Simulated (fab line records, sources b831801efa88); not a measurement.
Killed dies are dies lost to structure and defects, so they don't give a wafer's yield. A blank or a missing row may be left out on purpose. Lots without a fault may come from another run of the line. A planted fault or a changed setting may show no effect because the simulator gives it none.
fab line records | flow sfq_line
record lots=14 wafers=40 last_day=92
route steps=325 shown I5@228 C5@248
lots that met no fault: from a run of the same line without faults
start_h: hours from the record's first day to the start of the lot's first wafer shown | wait_h: hours since the lot's step before | " the same as in the row above | L1.1+2: a row that stands for several wafers | - no value, or no start given | * or withheld: withheld | < > ~ a bound
route shown NAME@n: a module of which the file shows steps, and the number in the route of the first | usual: mean/standard deviation of fault-free wafers | same: alike in all rows | chamber/n: place in a boat | sites: the reading at each site | _std_site: their standard deviation | _edge_site: outer sites' mean less inner sites' | radius_mm: how far each site lies from the wafer's centre | mask NAME#n: copy n | behind: the tool/chamber that last shaped the wafer | hold: why the lot was held/for how many hours/how that ended | device: the transistor (n, p or np) that didn't switch | end of line: the same wafers' tests at the end of the route | a step without rows: its recipe alone | killed: dies lost to structure and defects at the first sort, not the wafer's yield | map: a wafer's dies, x killed, . not, _ none there
set.NAME: the setting as run; set.NAME@STEP: as run at that earlier step | model.NAME: the simulator's own value behind a step, which no gauge read
steps of the route over a sample of lots; a table a step, a row a wafer
services: from which hour (start_h, from the record's first day; less than 0 if before it) a tool's chamber was out of use, for how many hours, and why
## steps
# step SFQ_TRILAYER_A5C_DEP_PECVD_142
# recipe material=SiO2 temp_c=150 time_s=15.556 pressure_torr=2.4 rf_w=183.3 precursor=SiH4/N2O target_thk_nm=70
# usual heater_power_w=85/13 throttle_valve_pct=25.3/1.7
# columns lot.wafer tool chamber start_h wait_h heater_power_w throttle_valve_pct
L107.2 pecvd-03 0 1437.78 0.0 73 27.5
L107.5 " 1 " " 74 24.5
L107.6 " 0 " " 73 28.0
L108.2 pecvd-02 1 1440.70 0.0 103 25.9
L108.5 " 2 " " 88 23.6
L108.6 " 1 " " 104 25.7
L109.1 pecvd-03 1 1441.90 0.0 75 24.6
L109.4 " 2 " " 95 26.8
L109.5 " 0 " " 71 27.4
L110.3 pecvd-02 0 1446.07 0.0 96 22.3
L110.4 " 2 " " 80 23.6
L110.6 " 0 " " 95 22.3
L111.4 pecvd-03 2 1447.27 0.0 96 26.8
L111.5 " 0 " " 77 27.5
L111.6 " 1 " " 74 24.8
L113.1 pecvd-03 2 1574.25 0.0 101 26.7
L113.2 " 0 " " 77 27.5
L113.4 " 1 " " 73 24.5
L115.2 pecvd-03 1 1581.46 0.0 75 24.5
L115.6 " 0 " " 73 27.5
L122.1 pecvd-03 1 1595.85 0.0 75 24.9
L122.2 " 0 " " 81 27.4
L123.2 pecvd-02 0 1657.30 0.0 85 22.6
L123.3 " 2 " " 84 23.9
L123.6 " 2 " " 83 23.9
L124.1 pecvd-04 0 1662.10 0.0 76 26.9
L124.4 " 0 " " 74 26.9
L124.5 " 1 " " 59 26.9
L126.2 pecvd-03 1 1669.30 0.0 68 24.8
L126.5 " 2 " " 97 26.8
L126.6 " 0 " " 75 27.4
L127.1 pecvd-02 0 1715.98 0.0 96 22.6
L127.3 " 2 " " 79 24.0
L127.5 " 2 " " 82 24.2
L128.2 pecvd-02 0 1729.18 0.0 98 22.7
L128.4 " 1 " " 106 26.3
L128.6 " 0 " " 98 22.4
L129.3 pecvd-02 2 1731.58 0.0 78 24.0
L129.4 " 0 " " 98 22.7
L129.5 " 2 " " 75 24.0
# step SFQ_TRILAYER_C5_ETCH_VIA_ETCH_154
# recipe target=SiO2 mask_material=PR chemistry=CHF3 target_depth_nm=84 source_w=500 bias_w=80 pressure_mtorr=30 time_s=withheld stop_on=Nb
# usual chamber_pressure_mTorr=30.002/0.025 drypump_motor_current_A=5.7/0.4 oes_product_au=0.891/0.0084
# columns lot.wafer tool chamber start_h wait_h chamber_pressure_mTorr drypump_motor_current_A oes_product_au
L107.2 rie_diel-03 1 1675.64 0.0 29.987 6.5 0.882
L107.5 " 0 " " 29.990 5.3 0.895
L107.6 " 1 " " 29.999 6.5 0.882
L108.2 rie_diel-04 0 1679.24 0.0 30.018 5.9 0.881
L108.5 " 0 " " 29.993 5.9 0.892
L108.6 " 1 " " 29.992 5.3 0.907
L109.1 rie_diel-01 3 1682.58 0.0 29.993 6.6 0.885
L109.4 " 0 " " 29.961 5.6 0.898
L109.5 " 1 " " 30.008 5.4 0.892
L110.3 rie_diel-04 0 1686.18 0.0 30.000 5.9 0.896
L110.4 " 1 " " 29.991 5.3 0.913
L110.6 " 2 " " 29.950 5.5 0.893
L111.4 rie_diel-03 0 1687.41 0.0 30.025 5.3 0.886
L111.5 " 2 " " 29.973 5.9 0.878
L111.6 " 3 " " 30.039 5.6 0.890
L113.1 rie_diel-03 3 1695.78 0.0 29.999 5.6 0.884
L113.2 " 0 " " 30.031 5.3 0.894
L113.4 " 2 " " 30.034 5.9 0.906
L115.2 rie_diel-03 1 1701.78 0.0 29.951 6.5 0.795
L115.6 " 0 " " 30.015 5.3 0.890
L122.1 rie_diel-01 0 1717.51 0.0 30.042 5.6 0.807
L122.2 " 1 " " 30.055 5.4 0.796
L123.2 rie_diel-03 2 1775.94 0.0 29.994 5.9 0.880
L123.3 " 3 " " 30.001 5.6 0.889
L123.6 " 1 " " 30.050 6.5 0.901
L124.1 rie_diel-03 0 1779.70 0.0 30.015 5.3 0.880
L124.4 " 2 " " 30.032 5.9 0.886
L124.5 " 1 " " 30.043 6.5 0.893
L126.2 rie_diel-04 1 1785.88 0.0 29.978 5.3 0.895
L126.5 " 2 " " 29.995 5.6 0.892
L126.6 " 3 " " 30.005 5.6 0.890
L127.1 rie_diel-01 3 1827.27 0.0 29.973 6.7 0.876
L127.3 " 2 " " 29.981 5.9 0.876
L127.5 " 3 " " 30.003 6.7 0.893
L128.2 rie_diel-03 1 1836.64 0.0 30.045 6.5 0.874
L128.4 " 2 " " 29.957 5.9 0.902
L128.6 " 0 " " 30.000 5.3 0.888
L129.3 rie_diel-01 2 1840.32 0.0 30.047 5.9 0.896
L129.4 " 1 " " 30.050 5.4 0.894
L129.5 " 2 " " 29.985 5.9 0.890
## services
# columns tool chamber start_h hours kind
rie_diel-03 0 1427.53 2.7 repair
rie_diel-01 - 1440.12 0.9 repair
pecvd-02 - 1492.91 0.5 repair
pecvd-02 - 1510.54 0.5 repair
rie_diel-03 3 1540.99 3.2 repair
rie_diel-03 - 1577.74 15.6 pm
pecvd-03 - 1582.90 5.5 pm
pecvd-03 - 1590.16 0.4 repair
rie_diel-03 3 1604.72 8.5 repair
pecvd-02 - 1634.00 0.8 pm
pecvd-03 - 1641.49 6.0 pm
pecvd-03 - 1648.52 0.7 repair
rie_diel-03 0 1653.88 12.3 repair
rie_diel-03 - 1667.66 2.8 pm
pecvd-03 - 1686.25 14.0 pm
rie_diel-03 - 1700.91 0.5 repair
pecvd-02 1 1732.91 21.7 repair
rie_diel-03 0 1741.27 2.7 repair
pecvd-03 - 1775.42 0.8 repair
pecvd-03 - 1797.65 20.5 repair
pecvd-03 2 1802.81 4.7 repair
pecvd-03 - 1809.10 1.3 repair
pecvd-03 - 1823.93 14.6 pm
rie_diel-03 - 1824.55 0.2 repair
## key
first_sign step=SFQ_TRILAYER_C5_ETCH_VIA_ETCH_154 reading=oes_product_au direction=down sigmas=11 usual=0.891 struck=0.799
effect none on later readings
met_at SFQ_TRILAYER_A5C_DEP_PECVD_142
struck_lots L115,L122
struck_wafers L115.2,L122.1,L122.2
onset_between 1574.25 1581.46
fault kind=process_parameter_drift tool=pecvd-03 chamber=- onset_h=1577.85 steps=SFQ_TRILAYER_A5C_DEP_PECVD_142 channel=time_s offset=* shape=step end_h=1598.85 scope=struck_wafers_only acts_in=* stated=*
